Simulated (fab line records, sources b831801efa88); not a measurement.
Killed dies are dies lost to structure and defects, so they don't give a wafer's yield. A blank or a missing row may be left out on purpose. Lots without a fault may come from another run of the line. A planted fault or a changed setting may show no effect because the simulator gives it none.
fab line records | flow sfq_line
record lots=14 wafers=42 last_day=80
route steps=325 shown M5@207 M6@252 I7@309
lots that met no fault: from a run of the same line without faults
start_h: hours from the record's first day to the start of the lot's first wafer shown | wait_h: hours since the lot's step before | " the same as in the row above | L1.1+2: a row that stands for several wafers | - no value, or no start given | * or withheld: withheld | < > ~ a bound
route shown NAME@n: a module of which the file shows steps, and the number in the route of the first | usual: mean/standard deviation of fault-free wafers | same: alike in all rows | chamber/n: place in a boat | sites: the reading at each site | _std_site: their standard deviation | _edge_site: outer sites' mean less inner sites' | radius_mm: how far each site lies from the wafer's centre | mask NAME#n: copy n | behind: the tool/chamber that last shaped the wafer | hold: why the lot was held/for how many hours/how that ended | device: the transistor (n, p or np) that didn't switch | end of line: the same wafers' tests at the end of the route | a step without rows: its recipe alone | killed: dies lost to structure and defects at the first sort, not the wafer's yield | map: a wafer's dies, x killed, . not, _ none there
set.NAME: the setting as run; set.NAME@STEP: as run at that earlier step | model.NAME: the simulator's own value behind a step, which no gauge read
steps of the route over a sample of lots; a table a step, a row a wafer
services: from which hour (start_h, from the record's first day; less than 0 if before it) a tool's chamber was out of use, for how many hours, and why
## steps
# step SFQ_TRILAYER_M5_STRIP_STRIP_127
# recipe gas=O2 power_w=200 platen_temp_c=40 overash_fraction=0.65 chemistry=O2 pressure_mtorr=50
# usual drypump_motor_current_A=5.7/0.47 oes_product_au=1.000/0.012 platen_temp_c=39.98/0.11
# columns lot.wafer tool chamber start_h wait_h drypump_motor_current_A oes_product_au platen_temp_c rf_hours_counter_h
L666.2 rie_metal-01 0 1232.86 0.1 5.3 0.990 40.26 80
L666.3 " 1 " " 6.3 1.001 40.01 -
L666.6 " 1 " " 6.3 1.013 39.94 -
L667.1 rie_metal-03 0 1234.06 0.1 5.5 1.004 39.81 123
L667.4 " 0 " " 5.5 1.003 39.91 -
L667.6 " 1 " " 6.1 0.990 40.01 -
L668.1 rie_metal-01 1 1235.26 0.1 6.2 1.002 39.83 68
L668.3 " 1 " " 6.3 1.011 40.05 -
L668.5 " 0 " " 5.3 0.989 39.93 -
L669.2 rie_metal-03 1 1236.46 0.1 6.1 0.991 40.03 54
L669.4 " 1 " " 6.1 0.995 40.05 -
L669.5 " 0 " " 5.5 1.014 39.98 -
L670.1 rie_metal-01 0 1290.32 0.1 5.3 1.006 39.92 89
L670.3 " 1 " " 6.3 1.003 39.86 -
L670.4 " 0 " " 5.3 1.003 39.93 -
L671.2 rie_metal-03 0 1292.72 0.1 5.5 1.007 40.02 3
L671.4 " 1 " " 6.1 0.985 40.00 -
L671.6 " 1 " " 6.1 1.010 40.03 -
L673.1 rie_metal-01 1 1297.07 0.1 6.3 1.008 40.00 77
L673.4 " 0 " " 5.3 0.992 39.92 -
L673.5 " 0 " " 5.3 1.000 40.06 -
L675.1 rie_metal-01 1 1315.13 0.1 6.3 1.007 39.93 80
L675.2 " 0 " " 5.3 0.993 40.10 93
L675.5 " 0 " " 5.3 0.986 39.92 -
L679.3 rie_metal-03 0 1435.60 0.3 5.5 0.997 39.88 -
L679.4 " 1 " " 6.1 0.973 40.05 -
L679.6 " 1 " " 6.2 0.978 39.87 -
L681.3 rie_metal-03 1 1468.85 0.3 6.1 0.979 40.03 -
L681.4 " 0 " " 5.5 0.989 39.79 -
L681.5 " 1 " " 6.1 0.982 40.05 -
L682.2 rie_metal-04 1 1469.85 0.1 4.8 1.019 39.88 145
L682.3 " 1 " " 4.7 1.021 39.93 -
L682.6 " 0 " " 5.7 1.011 39.88 -
L685.1 rie_metal-01 1 1473.45 0.1 6.3 1.017 40.09 105
L685.2 " 0 " " 5.3 1.010 39.96 118
L685.6 " 1 " " 6.3 1.011 40.17 -
L687.2 rie_metal-04 1 1593.38 0.1 4.8 1.023 40.12 6
L687.4 " 1 " " 4.8 1.014 40.08 -
L687.6 " 0 " " 5.6 1.015 40.03 -
L689.3 rie_metal-03 1 1621.58 0.3 6.1 0.989 39.91 -
L689.4 " 0 " " 5.4 0.996 39.93 -
L689.6 " 0 " " 5.5 1.002 39.94 -
# step SFQ_TRILAYER_M6_DEP_SPUTTER_157
# recipe material=Nb base_pressure_pa=1.33e-06 chamber_pressure_pa=0.1333 substrate_temp_c=20 target_thk_nm=200 power_w=2000 time_s=133.3
# usual throttle_valve_pct=29.8/1
# columns lot.wafer tool chamber start_h wait_h throttle_valve_pct
L666.2 pvd_sputter-06 - 1394.89 0.0 29.4
L666.3 " - " " 29.6
L666.6 " - " " 30.7
L667.1 pvd_sputter-04 - 1420.69 0.0 29.2
L667.4 " - " " 31.9
L667.6 " - " " 31.9
L668.1 pvd_sputter-04 - 1421.91 0.0 31.0
L668.3 " - " " 29.1
L668.5 " - " " 28.8
L669.2 pvd_sputter-06 - 1424.31 0.0 30.0
L669.4 " - " " 30.5
L669.5 " - " " 29.4
L670.1 pvd_sputter-06 - 1519.64 0.0 30.7
L670.3 " - " " 29.5
L670.4 " - " " 28.4
L671.2 pvd_sputter-06 - 1553.84 0.0 28.7
L671.4 " - " " 29.2
L671.6 " - " " 28.8
L673.1 pvd_sputter-04 - 1557.44 0.0 30.7
L673.4 " - " " 32.3
L673.5 " - " " 32.2
L675.1 pvd_sputter-05 - 1561.04 0.0 29.3
L675.2 " - " " 28.7
L675.5 " - " " 29.7
L679.3 pvd_sputter-06 - 1692.06 0.0 29.1
L679.4 " - " " 28.6
L679.6 " - " " 29.6
L681.3 pvd_sputter-04 - 1700.31 0.0 29.0
L681.4 " - " " 31.0
L681.5 " - " " 30.8
L682.2 pvd_sputter-06 - 1702.70 0.0 29.4
L682.3 " - " " 30.9
L682.6 " - " " 28.6
L685.1 pvd_sputter-04 - 1714.50 0.0 30.5
L685.2 " - " " 29.0
L685.6 " - " " 32.0
L687.2 pvd_sputter-05 - 1719.30 0.0 28.8
L687.4 " - " " 29.5
L687.6 " - " " 29.1
L689.3 pvd_sputter-05 - 1731.30 0.0 29.2
L689.4 " - " " 29.5
L689.6 " - " " 29.3
# step SFQ_M6_RS_MEAS_938
# recipe thk_meas_gauge=four-point-probe reads=Nb_of_TRILAYER_M6_DEP_SPUTTER_157
# usual M6_NB_RS=0.889/0.012
# columns lot.wafer tool chamber start_h wait_h M6_NB_RS[ohm/sq]
L666.2 film_metro-03 - 1395.00 0.1 0.878
L666.3 " - " " 0.886
L666.6 " - " " 0.873
L667.1 film_metro-04 - 1420.78 0.0 0.920
L667.4 " - " " 0.915
L667.6 " - " " 0.913
L668.1 film_metro-03 - 1422.00 0.0 0.877
L668.3 " - " " 0.889
L668.5 " - " " 0.890
L669.2 film_metro-03 - 1424.42 0.1 0.880
L669.4 " - " " 0.870
L669.5 " - " " 0.877
L670.1 film_metro-02 - 1519.73 0.0 0.893
L670.3 " - " " 0.886
L670.4 " - " " 0.887
L671.2 film_metro-02 - 1553.95 0.1 0.884
L671.4 " - " " 0.880
L671.6 " - " " 0.881
L673.1 film_metro-02 - 1557.53 0.0 0.888
L673.4 " - " " 0.900
L673.5 " - " " 0.902
L675.1 film_metro-02 - 1561.13 0.0 0.890
L675.2 " - " " 0.894
L675.5 " - " " 0.901
L679.3 film_metro-04 - 1692.19 0.1 0.589
L679.4 " - " " 0.887
L679.6 " - " " 0.590
L681.3 film_metro-03 - 1700.44 0.1 0.915
L681.4 " - " " 0.895
L681.5 " - " " 0.886
L682.2 film_metro-02 - 1702.81 0.1 0.899
L682.3 " - " " 0.590
L682.6 " - " " 0.593
L685.1 film_metro-03 - 1714.59 0.0 0.883
L685.2 " - " " 0.903
L685.6 " - " " 0.890
L687.2 film_metro-04 - 1719.41 0.1 0.872
L687.4 " - " " 0.872
L687.6 " - " " 0.878
L689.3 film_metro-04 - 1731.43 0.1 0.881
L689.4 " - " " 0.885
L689.6 " - " " 0.886
# step SFQ_TRILAYER_M6_BARC_OPEN_METAL_ETCH_206
# recipe mask_material=PR chemistry=O2 target_depth_nm=125 target=BARC icp_w=600 bias_w=80 pressure_mtorr=10 time_s=41.7
# usual drypump_motor_current_A=5.7/0.49 oes_product_au=0.685/0.0043
# columns lot.wafer tool chamber start_h wait_h drypump_motor_current_A oes_product_au rf_hours_counter_h
L666.2 rie_metal-04 1 1431.80 0.0 4.8 0.686 140
L666.3 " 0 " " 5.6 0.680 -
L666.6 " 0 " " 5.7 0.685 -
L667.1 rie_metal-04 0 1448.60 0.0 5.6 0.681 6
L667.4 " 0 " " 5.6 0.686 -
L667.6 " 0 " " 5.7 0.690 -
L668.1 rie_metal-03 0 1512.92 0.0 5.5 0.682 39
L668.3 " 0 " " 5.5 0.679 -
L668.5 " 1 " " 6.1 0.682 -
L669.2 rie_metal-01 1 1514.24 0.0 6.3 0.689 110
L669.4 " 0 " " 5.4 0.679 -
L669.5 " 1 " " 6.3 0.683 -
L670.1 rie_metal-01 0 1682.59 0.0 5.3 0.683 2
L670.3 " 0 " " 5.3 0.674 -
L670.4 " 1 " " 6.3 0.682 -
L671.2 rie_metal-01 1 1699.39 0.0 6.3 0.681 133
L671.4 " 1 " " 6.3 0.684 -
L671.6 " 1 " " 6.3 0.683 -
L673.1 rie_metal-01 1 1701.79 0.0 6.3 0.679 133
L673.4 " 1 " " 6.3 0.688 -
L673.5 " 1 " " 6.3 0.687 -
L675.1 rie_metal-04 0 1704.19 0.0 5.6 0.683 38
L675.2 " 1 " " 4.8 0.681 21
L675.5 " 0 " " 5.6 0.679 -
L679.3 rie_metal-04 1 1735.41 0.0 4.7 0.684 -
L679.4 " 0 " " 5.6 0.682 -
L679.6 " 1 " " 4.7 0.685 -
L681.3 rie_metal-01 1 1739.01 0.0 6.3 0.673 -
L681.4 " 0 " " 5.3 0.680 -
L681.5 " 0 " " 5.3 0.684 -
L682.2 rie_metal-03 1 1740.19 0.0 6.1 0.687 128
L682.3 " 0 " " 5.5 0.685 -
L682.6 " 1 " " 6.1 0.688 -
L685.1 rie_metal-03 1 1754.59 0.0 6.1 0.685 131
L685.2 " 0 " " 5.5 0.687 68
L685.6 " 0 " " 5.5 0.688 -
L687.2 rie_metal-04 0 1758.19 0.0 5.6 0.686 49
L687.4 " 0 " " 5.6 0.684 -
L687.6 " 0 " " 5.6 0.673 -
L689.3 rie_metal-01 0 1761.81 0.0 5.3 0.682 -
L689.4 " 1 " " 6.3 0.692 -
L689.6 " 0 " " 5.3 0.678 -
# step SFQ_TRILAYER_M6_ETCH_METAL_ETCH_162
# recipe target=Nb stop_on=SiO2 mask_material=PR chemistry=Cl2/Ar target_depth_nm=240 icp_w=600 bias_w=80 pressure_mtorr=10 time_s=120
# usual drypump_motor_current_A=5.7/0.49 oes_product_au=0.895/0.0079
# columns lot.wafer tool chamber start_h wait_h drypump_motor_current_A oes_product_au rf_hours_counter_h
L666.2 rie_metal-04 1 1431.86 0.0 4.8 0.900 140
L666.3 " 0 " " 5.6 0.898 -
L666.6 " 0 " " 5.6 0.909 -
L667.1 rie_metal-04 0 1448.66 0.0 5.6 0.867 7
L667.4 " 0 " " 5.6 0.880 -
L667.6 " 0 " " 5.6 0.889 -
L668.1 rie_metal-03 0 1512.98 0.0 5.5 0.900 39
L668.3 " 0 " " 5.4 0.900 -
L668.5 " 1 " " 6.1 0.898 -
L669.2 rie_metal-01 1 1514.30 0.0 6.3 0.901 110
L669.4 " 0 " " 5.3 0.906 -
L669.5 " 1 " " 6.3 0.904 -
L670.1 rie_metal-01 0 1682.65 0.0 5.3 0.893 2
L670.3 " 0 " " 5.3 0.899 -
L670.4 " 1 " " 6.3 0.893 -
L671.2 rie_metal-01 1 1699.45 0.0 6.3 0.889 133
L671.4 " 1 " " 6.3 0.902 -
L671.6 " 1 " " 6.3 0.895 -
L673.1 rie_metal-01 1 1701.85 0.0 6.3 0.888 133
L673.4 " 1 " " 6.3 0.896 -
L673.5 " 1 " " 6.3 0.882 -
L675.1 rie_metal-04 0 1704.25 0.0 5.6 0.897 38
L675.2 " 1 " " 4.8 0.893 21
L675.5 " 0 " " 5.7 0.885 -
L679.3 rie_metal-04 1 1735.49 0.1 4.8 1.010 -
L679.4 " 0 " " 5.7 0.903 -
L679.6 " 1 " " 4.8 0.998 -
L681.3 rie_metal-01 1 1739.09 0.1 6.3 0.880 -
L681.4 " 0 " " 5.3 0.900 -
L681.5 " 0 " " 5.3 0.896 -
L682.2 rie_metal-03 1 1740.25 0.0 6.1 0.897 128
L682.3 " 0 " " 5.5 1.011 -
L682.6 " 1 " " 6.1 0.994 -
L685.1 rie_metal-03 1 1754.65 0.0 6.2 0.896 131
L685.2 " 0 " " 5.5 0.885 68
L685.6 " 0 " " 5.5 0.890 -
L687.2 rie_metal-04 0 1758.25 0.0 5.7 0.912 49
L687.4 " 0 " " 5.6 0.900 -
L687.6 " 0 " " 5.6 0.899 -
L689.3 rie_metal-01 0 1761.89 0.1 5.3 0.899 -
L689.4 " 1 " " 6.3 0.901 -
L689.6 " 0 " " 5.3 0.893 -
# step SFQ_TRILAYER_I7_VIA_STRIP_STRIP_191
# recipe gas=O2 power_w=200 platen_temp_c=40 overash_fraction=0.65 chemistry=O2 pressure_mtorr=50
# usual drypump_motor_current_A=5.9/0.63 oes_product_au=1.003/0.01 platen_temp_c=40.03/0.12
# columns lot.wafer tool chamber start_h wait_h drypump_motor_current_A oes_product_au platen_temp_c rf_hours_counter_h
L666.2 rie_metal-02 0 1721.14 - 6.5 1.009 39.89 134
L666.3 " 0 " " 6.5 1.013 39.95 -
L666.6 " 1 " " 6.2 0.983 39.83 -
L667.1 rie_metal-04 1 1733.14 - 4.7 1.012 40.06 27
L667.4 " 0 " " 5.7 1.021 39.88 -
L667.6 " 1 " " 4.8 1.003 40.18 -
L668.1 rie_metal-02 1 1787.14 - 6.3 0.991 40.08 40
L668.3 " 1 " " 6.3 0.991 40.04 -
L668.5 " 1 " " 6.3 0.999 40.03 -
L669.2 rie_metal-01 1 1789.54 - 6.3 1.000 40.28 12
L669.4 " 1 " " 6.3 1.005 40.10 -
L669.5 " 1 " " 6.3 0.994 40.11 -
L670.1 rie_metal-04 0 1836.14 - 5.7 0.998 40.09 60
L670.3 " 0 " " 5.6 0.997 39.97 -
L670.4 " 1 " " 4.7 1.014 40.01 -
L671.2 rie_metal-01 1 1837.62 - 6.3 1.014 40.01 18
L671.4 " 1 " " 6.3 1.009 39.99 -
L671.6 " 1 " " 6.3 1.004 40.17 -
L673.1 rie_metal-04 0 1845.45 - 5.7 1.011 39.85 61
L673.4 " 1 " " 4.8 1.018 39.79 -
L673.5 " 1 " " 4.8 1.000 40.14 -
L675.1 rie_metal-04 0 1847.85 - 5.7 1.011 40.14 61
L675.2 " 1 " " 4.8 1.008 40.14 44
L675.5 " 1 " " 4.8 1.006 40.03 -
L679.3 rie_metal-02 0 1858.85 - 6.5 1.010 39.91 -
L679.4 " 1 " " 6.3 0.996 40.13 -
L679.6 " 0 " " 6.5 1.010 39.79 -
L681.3 rie_metal-02 1 1862.45 - 6.3 1.013 40.03 -
L681.4 " 0 " " 6.5 0.992 40.08 -
L681.5 " 1 " " 6.3 1.011 40.03 -
L682.2 rie_metal-02 1 1869.45 - 6.3 0.995 39.97 51
L682.3 " 0 " " 6.5 0.991 40.28 -
L682.6 " 1 " " 6.3 1.000 40.11 -
L685.1 rie_metal-02 0 1900.51 - 6.5 0.996 39.94 14
L685.2 " 1 " " 6.3 0.998 40.13 55
L685.6 " 1 " " 6.3 0.995 39.96 -
L687.2 rie_metal-02 1 1902.91 - 6.3 1.007 40.01 56
L687.4 " 1 " " 6.3 0.998 39.97 -
L687.6 " 1 " " 6.3 0.998 40.22 -
L689.3 rie_metal-02 1 1905.51 - 6.3 0.997 40.09 -
L689.4 " 0 " " 6.5 1.005 40.27 -
L689.6 " 0 " " 6.5 1.005 40.08 -
## services
# columns tool chamber start_h hours kind
rie_metal-01 - 1240.67 2.8 pm
rie_metal-04 1 1308.36 5.9 repair
rie_metal-04 - 1313.85 2.8 pm
pvd_sputter-06 - 1342.89 2.1 repair
rie_metal-04 - 1362.68 1.5 repair
rie_metal-01 - 1370.56 1.4 pm
rie_metal-04 0 1374.70 7.1 repair
rie_metal-04 - 1387.35 0.6 repair
pvd_sputter-06 - 1480.96 1.3 repair
rie_metal-02 - 1496.56 2.8 pm
rie_metal-03 - 1524.39 0.7 repair
pvd_sputter-06 - 1555.54 3.2 repair
rie_metal-04 - 1556.38 14.6 pm
rie_metal-03 - 1578.28 2.8 pm
pvd_sputter-06 - 1589.58 19.6 repair
rie_metal-02 1 1677.42 5.2 repair
pvd_sputter-06 - 1687.53 2.8 repair
pvd_sputter-06 - 1729.70 9.6 repair
rie_metal-01 1 1763.97 1.0 repair
rie_metal-04 - 1770.23 1.9 repair
rie_metal-04 - 1770.55 0.5 repair
rie_metal-01 - 1774.68 4.0 pm
pvd_sputter-06 - 1807.05 24.2 repair
rie_metal-02 - 1810.60 1.4 pm
## key
first_sign step=SFQ_M6_RS_MEAS_938 reading=M6_NB_RS direction=down sigmas=25 usual=0.889 struck=0.590
effect step=SFQ_TRILAYER_M6_ETCH_METAL_ETCH_162 reading=oes_product_au direction=up sigmas=14 usual=0.895 struck=1.003
met_at SFQ_TRILAYER_M6_DEP_SPUTTER_157
struck_lots L679,L682
struck_wafers L679.3,L679.6,L682.3,L682.6
not_acting_at SFQ_TRILAYER_M5_STRIP_STRIP_127,SFQ_TRILAYER_M6_BARC_OPEN_METAL_ETCH_206,SFQ_TRILAYER_I7_VIA_STRIP_STRIP_191
onset_between 1553.84 1692.06
fault kind=process_parameter_drift tool=pvd_sputter-06 chamber=- onset_h=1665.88 steps=SFQ_TRILAYER_M6_DEP_SPUTTER_157 channel=time_s offset=* shape=step end_h=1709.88 scope=struck_wafers_only acts_in=* stated=*
